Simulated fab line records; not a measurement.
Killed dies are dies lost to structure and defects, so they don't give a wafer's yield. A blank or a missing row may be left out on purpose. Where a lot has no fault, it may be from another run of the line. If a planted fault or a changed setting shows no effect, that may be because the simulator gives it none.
fab line records    flow gf180mcu
record lots=5  wafers=15  lastDay=33
route steps=602 shown NWELL@46 LVPWELL@54 PASSIVATION@602
lots that met no fault: from a run of the same line without faults
startH: hours from the record's first day to the start of the lot's first wafer shown    waitH: hours elapsed since this lot's preceding step    " as in the row above    L1.1+2: several wafers, shown together as one row    - no value, or no start given    * or withheld: withheld    < > ~ a bound
route shown NAME@n: names a module that has steps shown in the file, with the first one's number in the route    usual: the fault-free wafers' mean and standard deviation    same: alike in all rows    chamber/n: place in a boat    sites: the reading at each site    _std_site: standard deviation of those values    _edge_site: outer sites' mean less inner sites'    radiusMm: how far each site lies from the wafer's centre    mask NAME#n: copy n    behind: the tool/chamber that last shaped the wafer    hold: reason for holding the lot/hours on hold/outcome of the hold    device: names the non-switching transistor (n, p or np)    end of line: tests run on the same wafers once the route is complete    where a step has no rows: the recipe by itself    killed: not the wafer's yield, but the dies lost to structure and defects at the first sort    map: dies across one wafer; x = killed, . = not, _ = none there
set.NAME: setting as actually run; set.NAME@STEP: the setting as run at that earlier step    model.NAME: the simulator's own value behind a step, which no gauge read
lots at some steps of the route; a table a step, a row a wafer
services: when a tool's chamber went out of use (startH, in hours from the record's first day, below 0 if earlier), for how many hours, and the reason
## steps
# step GF_NWELL_EXPOSE_04
# recipe maskId=Nwell  targetCdNm=860  na=0.6  sourceShape=conventional  sigmaOuter=0.6  doseMj=260
# step GF_NWELL_PEB_05
# recipe tempC=115  timeS=withheld
# step GF_NWELL_DEVELOP_06
# recipe wallAngleDeg=90  developTimeS=60  devTempC=23
# step GF_NWELL_OVL_MEAS_07
# usual NWELL_OVL=-1.1/1
lot.wafer  tool        chamber  startH  waitH  NWELL_OVL[nm]
L698.3     overlay-02  -        66.80   -      -0.6
L698.4     "           -        "       "      -0.2
L698.6     "           -        "       "      0.2
L704.2     overlay-01  -        98.90   -      -0.9
L704.3     "           -        "       "      -1.8
L704.6     "           -        "       "      -2.0
L706.1     overlay-02  -        112.14  -      0.0
L706.4     "           -        "       "      -0.7
L706.6     "           -        "       "      -0.9
L713.2     overlay-02  -        148.95  -      -1.0
L713.3     "           -        "       "      0.3
L713.6     "           -        "       "      -0.2
L716.2     overlay-02  -        165.35  -      -2.8
L716.3     "           -        "       "      -1.8
L716.6     "           -        "       "      -2.7
# step GF_NWELL_IMPLANT_08
# recipe species=P  energyKev=450  doseCm2=1.5e+13  tiltDeg=0
# step GF_NWELL_IMPLANT_09
# recipe species=P  energyKev=160  doseCm2=4e+12  tiltDeg=0
# step GF_NWELL_STRIP_10
# recipe chemistry=O2/N2  powerW=1400  pressureMtorr=1500  platenTempC=250  o2FlowSccm=3000  n2FlowSccm=300  overashFraction=0.5
# usual drypumpMotorCurrentA=5.9/0.46  heaterPowerW=323/59  oesProductAu=0.723/0.0046  stripTimeToEndpointS=36.95/0.085
lot.wafer  tool            chamber  startH  waitH  drypumpMotorCurrentA  heaterPowerW  oesProductAu  rfHoursCounterH  stripTimeToEndpointS
L698.3     plasmaAsher-02  1        67.16   0.1    5.9                   274           0.720         -                36.96
L698.4     "               0        "       "      5.4                   419           0.726         -                37.06
L698.6     "               0        "       "      5.4                   424           0.716         -                36.88
L704.2     plasmaAsher-02  0        99.23   0.1    5.3                   412           0.727         46               36.91
L704.3     "               0        "       "      5.3                   435           0.726         -                36.95
L704.6     "               1        "       "      6.0                   263           0.726         -                36.91
L706.1     plasmaAsher-03  0        112.47  0.1    6.2                   250           0.727         45               37.03
L706.4     "               0        "       "      6.3                   242           0.724         -                37.03
L706.6     "               1        "       "      6.5                   367           0.725         -                37.02
L713.2     plasmaAsher-02  1        149.28  0.1    5.9                   265           0.710         51               37.01
L713.3     "               1        "       "      6.0                   273           0.729         -                36.95
L713.6     "               1        "       "      6.0                   280           0.722         -                37.01
L716.2     plasmaAsher-04  1        165.68  0.1    5.3                   321           0.719         37               36.89
L716.3     "               1        "       "      5.3                   326           0.726         -                36.88
L716.6     "               1        "       "      5.3                   318           0.724         -                36.85
# step GF_NWELL_TW_MEAS_11
# usual NWELL_TW=1568/23
lot.wafer  tool          chamber  startH  waitH  NWELL_TW
L698.3     filmMetro-01  -        67.25   0.1    1581
L698.4     "             -        "       "      1586
L698.6     "             -        "       "      1594
L704.2     filmMetro-01  -        99.34   0.1    1587
L704.3     "             -        "       "      1589
L704.6     "             -        "       "      1597
L706.1     filmMetro-01  -        112.57  0.1    1584
L706.4     "             -        "       "      1597
L706.6     "             -        "       "      1591
L713.2     filmMetro-03  -        149.39  0.1    1545
L713.3     "             -        "       "      1542
L713.6     "             -        "       "      1542
L716.2     filmMetro-03  -        165.79  0.1    1546
L716.3     "             -        "       "      1547
L716.6     "             -        "       "      1545
# step GF_LVPWELL_DEHYDRATE_00
# recipe tempC=200  timeS=60
# step GF_LVPWELL_HMDS_01
# recipe primeTimeS=60  primeTempC=120
# step GF_LVPWELL_COAT_02
# recipe spinRpm=2000  resistThkNm=3000
# step GF_LVPWELL_SOFTBAKE_03
# recipe tempC=110  timeS=withheld
# step GF_LVPWELL_EXPOSE_04
# recipe maskId=LVPWELL  targetCdNm=600  na=0.6  sourceShape=conventional  sigmaOuter=0.6  doseMj=260
# same na=0.6
lot.wafer   tool             chamber  startH  waitH  mask
L698.3+4+6  ilineStepper-02  0        74.37   -      LVPWELL#0
L704.2+3+6  ilineStepper-02  0        106.54  -      LVPWELL_R1#0
L706.1+4+6  ilineStepper-02  0        119.81  -      LVPWELL#0
L713.2+3+6  ilineStepper-02  0        157.24  -      LVPWELL#0
L716.2+3+6  ilineStepper-02  0        173.71  -      LVPWELL#0
# step GF_LVPWELL_PEB_05
# recipe tempC=115  timeS=withheld
# step GF_PASSIVATION_PROBE_99
lot.wafer  tool       chamber  startH  waitH  model.etest.pwellInDnwell.lineOhmUm  model.etest.pwellInDnwell.widthNm  model.etest.nwell.widthNm
L698.3     prober-02  -        689.14  0.2    4203                                 600.7                              863
L698.4     prober-02  -        689.19  0.2    4212                                 600.9                              859.5
L698.6     prober-02  -        689.29  0.2    4179                                 599                                860.4
L704.2     prober-02  -        731.79  0.1    4324                                 562.1                              885.1
L704.3     prober-02  -        731.84  0.2    4377                                 556.2                              889.1
L704.6     prober-02  -        731.99  0.2    4317                                 560.2                              888
L713.2     prober-01  -        782.39  0.1    4271                                 599.1                              859.1
L713.3     prober-01  -        782.44  0.2    4363                                 595                                865.9
L713.6     prober-01  -        782.59  0.2    4389                                 596.4                              864.3
L716.2     prober-02  -        799.69  0.1    4107                                 594.5                              866.3
L716.3     prober-02  -        799.74  0.2    4084                                 596.5                              865.1
L716.6     prober-02  -        799.89  0.2    4120                                 594.1                              863.9
# killed by level:class
L698.3 V1:geometricParticle:open=5 M2:geometricParticle:short=4 CONTACT:geometricParticle:open=3 V4:geometricParticle:short=3 V4:geometricParticle:open=3 CONTACT:geometricParticle:short=2 V1:geometricParticle:short=2 V2:geometricParticle:open=2
L698.4 CONTACT:geometricParticle:open=7 V1:geometricParticle:open=6 V4:geometricParticle:open=4 V5:geometricParticle:short=3 STI:geometricParticle:short=2 STI:geometricParticle:open=2 M1:geometricParticle:open=2 V2:geometricParticle:open=2
L698.6 V1:geometricParticle:open=7 V5:geometricParticle:open=5 STI:geometricParticle:open=4 V4:geometricParticle:open=4 STI:geometricParticle:short=3 V2:geometricParticle:short=3 V3:geometricParticle:open=3 CONTACT:geometricParticle:open=2
L713.2 V2:geometricParticle:open=10 V3:geometricParticle:open=7 V5:geometricParticle:open=5 M4:geometricParticle:short=3 V4:geometricParticle:open=3 M2:geometricParticle:short=3 M5:geometricParticle:short=3 V3:geometricParticle:short=2
L713.3 V2:geometricParticle:open=6 V3:geometricParticle:open=6 STI:geometricParticle:open=5 M5:geometricParticle:short=4 V5:geometricParticle:open=4 V4:geometricParticle:open=3 CONTACT:geometricParticle:short=2 CONTACT:geometricParticle:open=2
L713.6 V4:geometricParticle:open=8 V1:geometricParticle:short=4 V2:geometricParticle:open=4 V3:geometricParticle:short=4 V4:geometricParticle:short=4 CONTACT:geometricParticle:open=3 V1:geometricParticle:open=3 V2:geometricParticle:short=3
L716.2 V1:geometricParticle:open=7 V2:geometricParticle:open=5 V4:geometricParticle:open=5 CONTACT:geometricParticle:open=4 V5:geometricParticle:open=4 V2:geometricParticle:short=3 V4:geometricParticle:short=3 STI:geometricParticle:short=2
L716.3 V4:geometricParticle:open=9 CONTACT:geometricParticle:open=5 V3:geometricParticle:open=5 M4:geometricParticle:short=4 V4:geometricParticle:short=4 M3:geometricParticle:short=3 STI:geometricParticle:short=2 V1:geometricParticle:open=2
L716.6 CONTACT:geometricParticle:open=5 V5:geometricParticle:open=4 V2:geometricParticle:open=3 V3:geometricParticle:short=3 CONTACT:geometricParticle:short=2 V1:geometricParticle:open=2 V4:geometricParticle:short=2 V4:geometricParticle:open=2
## services
tool             chamber  startH  hours  kind
ilineStepper-02  -        46.09   1.7    pm
ilineStepper-02  -        76.94   0.8    repair
plasmaAsher-02   -        142.36  2.8    pm
plasmaAsher-03   -        145.90  2.8    pm
## key
firstSign step=GF_LVPWELL_EXPOSE_04  reading=mask  direction=changed
effect none on later readings
modelEffect step=GF_PASSIVATION_PROBE_99  value=etest.pwellInDnwell.lineOhmUm  without=4035  struck=4339
metAt GF_LVPWELL_EXPOSE_04
struckWafers L704.2,L704.3,L704.6
sortLeftOut L704.2,L704.3,L704.6
testerLeftOut L704
onsetBetween 74.37 106.54
fault kind=wrongMask  tool=any  chamber=-  onsetH=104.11  steps=GF_LVPWELL_EXPOSE_04  auxCopy=LVPWELL_R1#0  cdOffsetNm=-72  scope=struckLotsOnly
# testerLeftOut: of these lots the tester's yield and bins aren't shown, on N5 and GAA mostly nor the transistor test; their killed dies are dies lost to structure and defects alone, not to doping, threshold or leakage, so they don't give the yield
# sortLeftOut: the simulated sort isn't trusted on such a fault, so these wafers' sort isn't shown, and their yield isn't known
